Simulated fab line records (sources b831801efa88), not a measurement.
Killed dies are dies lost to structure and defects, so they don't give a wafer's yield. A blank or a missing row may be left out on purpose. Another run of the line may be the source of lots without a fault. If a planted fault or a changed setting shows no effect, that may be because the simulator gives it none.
fab line records	flow sky130	part 1 of 2: steps 1 to 27 of 35
record lots=5	wafers=15	last_day=49
route steps=708 shown METAL1@452 VIA1@458 METAL2@483
lots with no fault: from the same line, run without faults
start_h: start of the lot's first displayed wafer, in hours after the record's first day	wait_h: how many hours have passed since the lot's step before this one	" identical to the entry in the row above	L1.1+2: several wafers, shown together as one row	- either no value or no given start	* or withheld: withheld	< > ~ a bound
route shown NAME@n: NAME is a module with steps in the file, n the number in the route of the first one	usual: the fault-free wafers' mean and standard deviation	same: alike in all rows	chamber/n: place in a boat	sites: per-site readings	_std_site: their standard deviation	_edge_site: the outer-site mean with the inner-site mean subtracted	radius_mm: for every site, how far away it sits from the centre of the wafer	mask NAME#n: copy n	behind: tool/chamber where the wafer was last shaped	hold: reason for holding the lot/hours on hold/outcome of the hold	device: the n, p or np transistor that did not switch	end of line: tests run on the same wafers once the route is complete	a step without rows: its recipe alone	killed: dies that structure and defects cost at the first sort, which is not the same as the wafer's yield	map: shows each die of a wafer: x if killed, . if not, _ if none is there
set.NAME: the setting the step ran with; set.NAME@STEP: the setting that earlier step ran with	model.NAME: the simulator's own value behind a step, which no gauge read
lots at selected steps of the route; one table per step, one row per wafer
services: from which hour (start_h, from the record's first day; less than 0 if before it) a tool's chamber was out of use, for how many hours, and why
## steps
# step SKY_METAL1_ETCH_18
# recipe chemistry=N2/H2	target=BARC	ion_energy_ev=200	bias_w=100	pressure_mtorr=30	n2_flow_sccm=100	h2_flow_sccm=200	icp_w=500	stop_on=SiO2	time_s=45.9	target_depth_a=600
# usual drypump_motor_current_A=5.5/0.31	oes_product_au=0.854/0.0051	throttle_valve_pct=13.224/0.0097
lot.wafer	tool	chamber	start_h	wait_h	drypump_motor_current_A	oes_product_au	rf_hours_counter_h	throttle_valve_pct
L074.2	rie_metal-02	1	746.67	0.0	5.2	0.856	5	13.224
L074.3	"	1	"	"	5.2	0.856	-	13.208
L074.5	"	0	"	"	6.0	0.851	-	13.215
L078.1	rie_metal-02	1	810.77	0.0	5.2	0.852	7	13.232
L078.3	"	0	"	"	6.0	0.859	-	13.205
L078.4	"	1	"	"	5.2	0.847	-	13.230
L080.4	rie_metal-02	0	819.24	0.0	6.0	0.859	-	13.223
L080.5	"	1	"	"	5.2	0.854	-	13.222
L080.6	"	0	"	"	6.0	0.855	-	13.229
L082.3	rie_metal-02	0	824.28	0.0	6.0	0.855	-	13.215
L082.4	"	1	"	"	5.2	0.852	-	13.215
L082.6	"	0	"	"	6.0	0.859	-	13.237
L092.2	rie_metal-03	0	903.47	0.0	5.6	0.855	17	13.218
L092.4	"	1	"	"	5.3	0.848	-	13.207
L092.6	"	0	"	"	5.6	0.845	-	13.219
# step SKY_METAL1_METAL_ETCH_19
# recipe target_depth_a=3600	stop_on=SiO2	over_etch_frac=0.3	time_s=78	chemistry=Cl2/BCl3	resist_sidewall_deg=88	pressure_mtorr=10	icp_w=900	bias_w=48.5	Cl2_flow_sccm=60	bcl3_flow_sccm=30
# usual drypump_motor_current_A=5.5/0.31	mfc_cl2_sccm=60.01/0.19	oes_product_au=0.854/0.0055	throttle_valve_pct=22.265/0.0097
lot.wafer	tool	chamber	start_h	wait_h	drypump_motor_current_A	mfc_cl2_sccm	oes_product_au	rf_hours_counter_h	throttle_valve_pct
L074.2	rie_metal-02	1	746.73	0.0	5.2	60.08	0.858	5	22.284
L074.3	"	1	"	"	5.2	60.13	0.851	-	22.267
L074.5	"	0	"	"	6.0	59.87	0.853	-	22.273
L078.1	rie_metal-02	1	810.84	0.0	5.2	59.97	0.851	8	22.277
L078.3	"	0	"	"	6.0	59.76	0.858	-	22.279
L078.4	"	1	"	"	5.2	60.20	0.839	-	22.259
L080.4	rie_metal-02	0	819.32	0.1	6.0	59.93	0.855	-	22.263
L080.5	"	1	"	"	5.2	59.91	0.860	-	22.276
L080.6	"	0	"	"	6.0	59.63	0.855	-	22.261
L082.3	rie_metal-02	0	824.36	0.1	6.0	59.94	0.857	-	22.257
L082.4	"	1	"	"	5.2	59.87	0.857	-	22.249
L082.6	"	0	"	"	6.0	59.87	0.849	-	22.261
L092.2	rie_metal-03	0	903.54	0.0	5.5	59.90	0.847	17	22.263
L092.4	"	1	"	"	5.3	60.16	0.842	-	22.257
L092.6	"	0	"	"	5.6	59.91	0.857	-	22.254
# step SKY_METAL1_STRIP_20
# recipe chemistry=O2/N2	power_w=1400	pressure_mtorr=1500	platen_temp_c=withheld	o2_flow_sccm=3000	n2_flow_sccm=300	overash_fraction=0.5
# usual drypump_motor_current_A=5.6/0.38	oes_product_au=0.342/0.0049	strip_time_to_endpoint_s=2.69/0.04
lot.wafer	tool	chamber	start_h	wait_h	drypump_motor_current_A	oes_product_au	rf_hours_counter_h	strip_time_to_endpoint_s
L074.2	plasma_asher-04	0	746.82	0.1	6.1	0.354	0	2.75
L074.3	"	1	"	"	6.0	0.346	-	2.70
L074.5	"	0	"	"	6.1	0.337	-	2.67
L078.1	plasma_asher-04	1	810.93	0.1	6.0	0.347	7	2.71
L078.3	"	0	"	"	6.1	0.339	-	2.68
L078.4	"	1	"	"	6.0	0.333	-	2.68
L080.4	plasma_asher-01	0	819.41	0.1	4.8	0.343	-	2.70
L080.5	"	0	"	"	4.8	0.350	-	2.70
L080.6	"	1	"	"	5.3	0.345	-	2.66
L082.3	plasma_asher-04	1	824.45	0.1	6.0	0.337	-	2.62
L082.4	"	0	"	"	6.1	0.338	-	2.67
L082.6	"	0	"	"	6.1	0.336	-	2.61
L092.2	plasma_asher-01	0	903.63	0.1	4.8	0.334	46	2.67
L092.4	"	1	"	"	5.3	0.337	-	2.72
L092.6	"	1	"	"	5.3	0.341	-	2.66
# step SKY_METAL1_STRIP_21
# recipe chemistry=post_etch_residue_remover	time_s=1200	temp_c=72.5
# usual bath_heat_duty_pct=15.1/1.4
lot.wafer	tool	chamber	start_h	wait_h	bath_heat_duty_pct
L074.2	wet_bench-03	1	746.92	0.1	15.3
L074.3	"	1	"	"	13.6
L074.5	"	1	"	"	13.0
L078.1	wet_bench-01	1	811.03	0.1	16.1
L078.3	"	1	"	"	15.7
L078.4	"	1	"	"	15.2
L080.4	wet_bench-01	3	819.48	0.0	14.6
L080.5	"	3	"	"	15.4
L080.6	"	3	"	"	16.2
L082.3	wet_bench-03	3	824.52	0.0	16.1
L082.4	"	3	"	"	15.9
L082.6	"	3	"	"	15.2
L092.2	wet_bench-04	3	903.73	0.1	16.2
L092.4	"	3	"	"	18.1
L092.6	"	3	"	"	17.3
# step SKY_METAL1_CLEAN_22
# recipe chemistry=IPA	time_s=180	temp_c=25
# usual bath_heat_duty_pct=6.6/0.65
lot.wafer	tool	chamber	start_h	wait_h	bath_heat_duty_pct
L074.2	wet_bench-01	2	747.27	0.0	6.8
L074.3	"	2	"	"	7.0
L074.5	"	2	"	"	7.2
L078.1	wet_bench-04	1	811.37	0.0	6.4
L078.3	"	1	"	"	5.3
L078.4	"	1	"	"	5.8
L080.4	wet_bench-03	3	819.82	0.0	6.9
L080.5	"	3	"	"	7.4
L080.6	"	3	"	"	6.6
L082.3	wet_bench-01	0	824.86	0.0	6.8
L082.4	"	0	"	"	7.1
L082.6	"	0	"	"	6.6
L092.2	wet_bench-01	3	904.13	0.0	6.0
L092.4	"	3	"	"	6.0
L092.6	"	3	"	"	6.5
# step SKY_METAL1_CLEAN_23
# recipe chemistry=O3/DIW	dry=n2_spin
lot.wafer	tool	chamber	start_h	wait_h
L074.2+3+5	wet_bench-01	0	747.32	0.0
L078.1+3+4	wet_bench-03	2	811.43	0.0
L080.4+5+6	wet_bench-04	2	819.88	0.0
L082.3+4+6	wet_bench-03	0	824.92	0.0
L092.2+4+6	wet_bench-03	3	904.37	0.2
# step SKY_VIA1_HDPCVD_00
# recipe material=SiO2	target_thk_nm=1030	sigma_open_frac=0.3	time_s=171.7	temp_c=400	sih4_flow_sccm=60	pressure_mtorr=6
lot.wafer	tool	chamber	start_h	wait_h
L074.2+3+5	hdpcvd-01	2,0,1	747.42	0.0
L078.1+3+4	hdpcvd-02	0,1,0	811.52	0.0
L080.4+5+6	hdpcvd-02	1,0,2	820.03	0.1
L082.3+4+6	hdpcvd-01	1,1,0	825.01	0.0
L092.2+4+6	hdpcvd-01	0,0,1	904.46	0.0
# step SKY_VIA1_THK_MEAS_01
# recipe reads=SiO2_of_VIA1_HDPCVD_00
# usual VIA1_HDPCVD_THK=1030/11
lot.wafer	tool	chamber	start_h	wait_h	VIA1_HDPCVD_THK[nm]
L074.2	film_metro-03	-	747.54	0.1	1036
L074.3	"	-	"	"	1032
L074.5	"	-	"	"	1033
L078.1	film_metro-04	-	811.63	0.1	1033
L078.3	"	-	"	"	1023
L078.4	"	-	"	"	1022
L080.4	film_metro-03	-	820.12	0.0	1027
L080.5	"	-	"	"	1041
L080.6	"	-	"	"	1041
L082.3	film_metro-02	-	825.15	0.1	1031
L082.4	"	-	"	"	1041
L082.6	"	-	"	"	1033
L092.2	film_metro-03	-	904.58	0.1	1022
L092.4	"	-	"	"	1040
L092.6	"	-	"	"	1033
# step SKY_VIA1_CMP_02
# recipe material=SiO2	down_force_psi=4	platen_rpm=60	pad_velocity_m_s=0.94248
# usual motor_current_A=11.5/0.96
lot.wafer	tool	chamber	start_h	wait_h	motor_current_A
L074.2	cmp-02	3	747.64	0.1	10.9
L074.3	"	0	"	"	11.9
L074.5	"	2	"	"	11.4
L078.4	cmp-02	2	811.69	0.0	12.7
L078.3	"	3	"	"	9.8
L078.1	"	1	"	"	10.3
L080.4	cmp-01	2	820.15	0.0	10.7
L080.6	"	2	"	"	11.0
L080.5	"	3	"	"	11.5
L082.3	cmp-02	2	825.24	0.1	12.2
L082.4	"	3	"	"	10.2
L082.6	"	1	"	"	10.6
L092.2	cmp-02	1	904.63	0.0	10.4
L092.4	"	3	"	"	10.3
L092.6	"	1	"	"	10.4
# step SKY_VIA1_BOW_MEAS_03
# recipe mode=bow
# usual VIA1_BOW=80/6.5
lot.wafer	tool	chamber	start_h	wait_h	VIA1_BOW[um]
L074.2	film_metro-04	-	747.91	0.2	69
L074.3	"	-	"	"	72
L074.5	"	-	"	"	82
L078.1	film_metro-03	-	811.99	0.1	76
L078.3	"	-	"	"	79
L078.4	"	-	"	"	78
L080.4	film_metro-02	-	820.51	0.3	91
L080.5	"	-	"	"	83
L080.6	"	-	"	"	90
L082.3	film_metro-03	-	825.53	0.2	92
L082.4	"	-	"	"	77
L082.6	"	-	"	"	75
L092.2	film_metro-02	-	904.95	0.3	77
L092.4	"	-	"	"	80
L092.6	"	-	"	"	88
# step SKY_VIA1_DEHYDRATE_04
# recipe temp_c=200	time_s=60
lot.wafer	tool	chamber	start_h	wait_h
L074.2+3+5	litho_track-01	0	760.90	13.0
L078.1+3+4	litho_track-01	0	824.38	12.4
L080.4+5+6	litho_track-01	0	832.60	12.1
L082.3+4+6	litho_track-04	0	837.81	12.3
L092.2+4+6	litho_track-01	0	916.25	11.3
# step SKY_VIA1_HMDS_05
# recipe prime_time_s=60	prime_temp_c=120
lot.wafer	tool	chamber	start_h	wait_h
L074.2+3+5	litho_track-01	0	761.05	0.1
L078.1+3+4	litho_track-01	0	824.53	0.1
L080.4+5+6	litho_track-01	0	832.75	0.1
L082.3+4+6	litho_track-04	0	837.96	0.1
L092.2+4+6	litho_track-01	0	916.40	0.1
# step SKY_VIA1_COAT_06
# recipe resist=BARC	temp_c=withheld	time_s=withheld	spin_rpm=3000	resist_thk_nm=60
lot.wafer	tool	chamber	start_h	wait_h
L074.2+3+5	litho_track-01	0	761.20	0.1
L078.1+3+4	litho_track-01	0	824.68	0.1
L080.4+5+6	litho_track-01	0	832.90	0.1
L082.3+4+6	litho_track-04	0	838.11	0.1
L092.2+4+6	litho_track-01	0	916.55	0.1
# step SKY_VIA1_COAT_07
# recipe resist=KrF-thick	spin_rpm=3000	resist_thk_nm=450
lot.wafer	tool	chamber	start_h	wait_h
L074.2+3+5	litho_track-01	0	-	-
L078.1+3+4	litho_track-01	0	-	-
L080.4+5+6	litho_track-01	0	-	-
L082.3+4+6	litho_track-04	0	-	-
L092.2+4+6	litho_track-01	0	-	-
# step SKY_VIA1_SOFTBAKE_08
# recipe temp_c=100	time_s=90	resist=KrF-thick
lot.wafer	tool	chamber	start_h	wait_h
L074.2+3+5	litho_track-01	0	-	-
L078.1+3+4	litho_track-01	0	-	-
L080.4+5+6	litho_track-01	0	-	-
L082.3+4+6	litho_track-04	0	-	-
L092.2+4+6	litho_track-01	0	-	-
# step SKY_VIA1_EXPOSE_09
# recipe mask_id=VIM	na=0.8	source_shape=annular	sigma_inner=0.55	sigma_outer=0.85	target_cd_nm=150	dose_mj=38
# usual stage_vel_mm_s=500.02/0.21
# same sigma_outer=0.85
lot.wafer	tool	chamber	start_h	wait_h	mask	stage_vel_mm_s
L074.2	krf_scanner-02	0	-	-	VIM#0	500.24
L074.3	"	0	"	"	VIM#0	500.09
L074.5	"	0	"	"	VIM#0	499.68
L078.1	krf_scanner-02	0	-	-	VIM#0	500.23
L078.3	"	0	"	"	VIM#0	500.15
L078.4	"	0	"	"	VIM#0	499.94
L080.4	krf_scanner-01	0	-	-	VIM#0	499.85
L080.5	"	0	"	"	VIM#0	499.73
L080.6	"	0	"	"	VIM#0	500.11
L082.3	krf_scanner-01	0	-	-	VIM#0	500.01
L082.4	"	0	"	"	VIM#0	500.24
L082.6	"	0	"	"	VIM#0	500.14
L092.2	krf_scanner-02	0	-	-	VIM#0	499.79
L092.4	"	0	"	"	VIM#0	500.05
L092.6	"	0	"	"	VIM#0	499.97
# step SKY_VIA1_PEB_10
# recipe peb_temp_c=withheld	peb_time_s=withheld	resist=KrF-thick
lot.wafer	tool	chamber	start_h	wait_h
L074.2+3+5	litho_track-04	0	-	-
L078.1+3+4	litho_track-01	0	-	-
L080.4+5+6	litho_track-04	0	-	-
L082.3+4+6	litho_track-04	0	-	-
L092.2+4+6	litho_track-01	0	-	-
# step SKY_VIA1_DEVELOP_11
# recipe develop_time_s=60	resist=KrF-thick	dev_temp_c=21
lot.wafer	tool	chamber	start_h	wait_h
L074.2+3+5	litho_track-04	0	-	-
L078.1+3+4	litho_track-01	0	-	-
L080.4+5+6	litho_track-04	0	-	-
L082.3+4+6	litho_track-04	0	-	-
L092.2+4+6	litho_track-01	0	-	-
# step SKY_VIA1_CD_MEAS_12
# recipe target_cd_nm=150
# usual cd_nm=149.7/1.7
lot.wafer	tool	chamber	start_h	wait_h	cd_nm
L074.2	cd_sem-02	-	774.23	-	150.1
L074.3	"	-	"	"	150.8
L074.5	"	-	"	"	152.0
L078.1	cd_sem-02	-	837.88	-	147.2
L078.3	"	-	"	"	148.4
L078.4	"	-	"	"	149.0
L080.4	cd_sem-02	-	846.27	-	148.6
L080.5	"	-	"	"	148.6
L080.6	"	-	"	"	150.2
L082.3	cd_sem-01	-	851.45	-	150.0
L082.4	"	-	"	"	149.8
L082.6	"	-	"	"	149.2
L092.2	cd_sem-02	-	929.60	-	148.8
L092.4	"	-	"	"	148.7
L092.6	"	-	"	"	150.6
# step SKY_VIA1_OVL_MEAS_13
# usual VIA1_OVL=5/5.5
lot.wafer	tool	chamber	start_h	wait_h	VIA1_OVL[nm]
L074.2	overlay-01	-	774.34	0.1	16
L074.3	"	-	"	"	11
L074.5	"	-	"	"	13
L078.1	overlay-02	-	838.00	0.1	4
L078.3	"	-	"	"	2
L078.4	"	-	"	"	1
L080.4	overlay-02	-	846.35	0.1	11
L080.5	"	-	"	"	6
L080.6	"	-	"	"	8
L082.3	overlay-01	-	851.54	0.1	7
L082.4	"	-	"	"	3
L082.6	"	-	"	"	3
L092.2	overlay-02	-	929.70	0.1	8
L092.4	"	-	"	"	7
L092.6	"	-	"	"	10
# step SKY_VIA1_ETCH_14
# recipe chemistry=N2/H2	target=BARC	ion_energy_ev=200	source_w=500	bias_w=100	pressure_mtorr=30	n2_flow_sccm=100	h2_flow_sccm=200	stop_on=SiO2	time_s=45.9	target_depth_a=600
# usual drypump_motor_current_A=5.7/0.51	oes_product_au=0.854/0.0047	throttle_valve_pct=13.226/0.008
lot.wafer	tool	chamber	start_h	wait_h	drypump_motor_current_A	oes_product_au	rf_hours_counter_h	throttle_valve_pct
L074.2	rie_diel-03	0	774.37	0.0	5.6	0.856	1	13.243
L074.3	"	1	"	"	6.0	0.854	11	13.226
L074.5	"	2	"	"	6.6	0.845	-	13.209
L078.1	rie_diel-03	0	838.03	0.0	5.6	0.855	3	13.220
L078.3	"	1	"	"	6.0	0.851	13	13.225
L078.4	"	3	"	"	5.4	0.862	9	13.221
L080.4	rie_diel-03	1	846.37	0.0	6.0	0.854	13	13.240
L080.5	"	3	"	"	5.4	0.859	-	13.222
L080.6	"	2	"	"	6.7	0.858	-	13.227
L082.3	rie_diel-03	3	851.57	0.0	5.4	0.853	9	13.234
L082.4	"	1	"	"	6.0	0.852	13	13.210
L082.6	"	2	"	"	6.6	0.846	-	13.236
L092.2	rie_diel-04	0	929.73	0.0	5.0	0.854	4	13.228
L092.4	"	2	"	"	5.2	0.856	13	13.231
L092.6	"	2	"	"	5.2	0.849	-	13.222
# step SKY_VIA1_ETCH_15
# recipe target=SiO2	chemistry=C4F8/O2/Ar	target_depth_nm=351	stop_on=TiN	mask_material=KrF-thick	source_w=1500	bias_w=1200	pressure_mtorr=40	c4f8_flow_sccm=withheld	O2_flow_sccm=6	Ar_flow_sccm=300	time_s=54
# usual oes_product_au=0.982/0.0056
lot.wafer	tool	chamber	start_h	wait_h	oes_product_au	rf_hours_counter_h
L074.2	rie_diel-03	0	774.41	0.0	0.977	1
L074.3	"	1	"	"	0.979	11
L074.5	"	2	"	"	0.979	-
L078.1	rie_diel-03	0	838.07	0.0	0.980	3
L078.3	"	1	"	"	0.991	13
L078.4	"	3	"	"	0.986	9
L080.4	rie_diel-03	1	846.41	0.0	0.984	13
L080.5	"	3	"	"	0.973	-
L080.6	"	2	"	"	0.977	-
L082.3	rie_diel-03	3	851.61	0.0	0.978	9
L082.4	"	1	"	"	0.984	13
L082.6	"	2	"	"	0.984	-
L092.2	rie_diel-04	0	929.77	0.0	0.984	4
L092.4	"	2	"	"	0.989	13
L092.6	"	2	"	"	0.982	-
# step SKY_VIA1_STRIP_16
# recipe chemistry=O2/N2	power_w=1400	pressure_mtorr=1500	platen_temp_c=withheld	o2_flow_sccm=3000	n2_flow_sccm=300	overash_fraction=0.5
# usual drypump_motor_current_A=5.4/0.48	oes_product_au=0.415/0.0043	strip_time_to_endpoint_s=4.456/0.022
lot.wafer	tool	chamber	start_h	wait_h	drypump_motor_current_A	oes_product_au	rf_hours_counter_h	strip_time_to_endpoint_s
L074.2	plasma_asher-02	1	774.46	0.0	5.6	0.419	66	4.479
L074.3	"	0	"	"	5.0	0.422	-	4.486
L074.5	"	0	"	"	4.9	0.418	-	4.461
L078.1	plasma_asher-04	0	838.12	0.0	6.1	0.420	9	4.484
L078.3	"	1	"	"	6.0	0.416	-	4.477
L078.4	"	0	"	"	6.1	0.422	-	4.490
L080.4	plasma_asher-04	0	846.49	0.1	6.1	0.415	-	4.491
L080.5	"	0	"	"	6.1	0.415	-	4.483
L080.6	"	1	"	"	6.0	0.418	-	4.475
L082.3	plasma_asher-01	0	851.69	0.1	4.9	0.416	-	4.456
L082.4	"	1	"	"	5.3	0.417	-	4.476
L082.6	"	0	"	"	4.8	0.406	-	4.442
L092.2	plasma_asher-01	0	929.82	0.0	4.8	0.409	49	4.451
L092.4	"	1	"	"	5.3	0.409	-	4.446
L092.6	"	1	"	"	5.3	0.410	-	4.437
# step SKY_VIA1_STRIP_17
# recipe chemistry=post_etch_residue_remover	time_s=1200	temp_c=72.5
# usual bath_heat_duty_pct=15.5/1.2
lot.wafer	tool	chamber	start_h	wait_h	bath_heat_duty_pct
L074.2	wet_bench-04	3	774.56	0.1	17.4
L074.3	"	3	"	"	17.2
L074.5	"	3	"	"	16.3
L078.1	wet_bench-03	3	838.22	0.1	16.9
L078.3	"	3	"	"	15.1
L078.4	"	3	"	"	16.3
L080.4	wet_bench-04	0	846.56	0.0	15.3
L080.5	"	0	"	"	15.3
L080.6	"	0	"	"	15.7
L082.3	wet_bench-03	3	851.76	0.0	15.4
L082.4	"	3	"	"	16.6
L082.6	"	3	"	"	16.1
L092.2	wet_bench-03	3	929.92	0.1	16.3
L092.4	"	3	"	"	16.7
L092.6	"	3	"	"	15.8
# step SKY_VIA1_CLEAN_18
# recipe chemistry=IPA	time_s=180	temp_c=25
# usual bath_heat_duty_pct=6.6/0.71
lot.wafer	tool	chamber	start_h	wait_h	bath_heat_duty_pct
L074.2	wet_bench-02	3	774.90	0.0	6.3
L074.3	"	3	"	"	5.6
L074.5	"	3	"	"	6.4
L078.1	wet_bench-02	1	838.56	0.0	6.6
L078.3	"	1	"	"	7.3
L078.4	"	1	"	"	6.5
L080.4	wet_bench-02	1	846.93	0.0	7.3
L080.5	"	1	"	"	7.1
L080.6	"	1	"	"	7.4
L082.3	wet_bench-04	2	852.10	0.0	6.8
L082.4	"	2	"	"	6.5
L082.6	"	2	"	"	5.1
L092.2	wet_bench-04	2	930.26	0.0	6.0
L092.4	"	2	"	"	6.1
L092.6	"	2	"	"	6.1
# step SKY_VIA1_CLEAN_19
# recipe chemistry=O3/DIW	dry=n2_spin
lot.wafer	tool	chamber	start_h	wait_h
L074.2+3+5	wet_bench-03	0	774.96	0.0
L078.1+3+4	wet_bench-04	0	838.62	0.0
L080.4+5+6	wet_bench-03	3	846.99	0.0
L082.3+4+6	wet_bench-02	2	852.16	0.0
L092.2+4+6	wet_bench-02	3	930.32	0.0
# step SKY_VIA1_SPUTTER_20
# recipe material=TiN	target_thk_nm=20	chamber_pressure_pa=5	power_w=4000	time_s=80
# usual chamber_pressure_pa=5.000/0.0099	throttle_valve_pct=29.5/0.71
lot.wafer	tool	chamber	start_h	wait_h	chamber_pressure_pa	throttle_valve_pct
L074.2	pvd_sputter-04	-	775.05	0.0	4.996	29.0
L074.3	"	-	"	"	4.999	30.7
L074.5	"	-	"	"	5.001	30.5
L078.1	pvd_sputter-03	-	838.72	0.0	5.009	29.9
L078.3	"	-	"	"	5.001	28.3
L078.4	"	-	"	"	4.995	28.8
L080.4	pvd_sputter-01	-	847.08	0.0	5.002	29.1
L080.5	"	-	"	"	4.992	31.0
L080.6	"	-	"	"	5.014	29.8
L082.3	pvd_sputter-01	-	852.25	0.0	5.006	30.4
L082.4	"	-	"	"	5.008	29.8
L082.6	"	-	"	"	5.009	29.5
L092.2	pvd_sputter-03	-	930.41	0.0	4.994	30.2
L092.4	"	-	"	"	4.990	28.4
L092.6	"	-	"	"	5.012	30.3
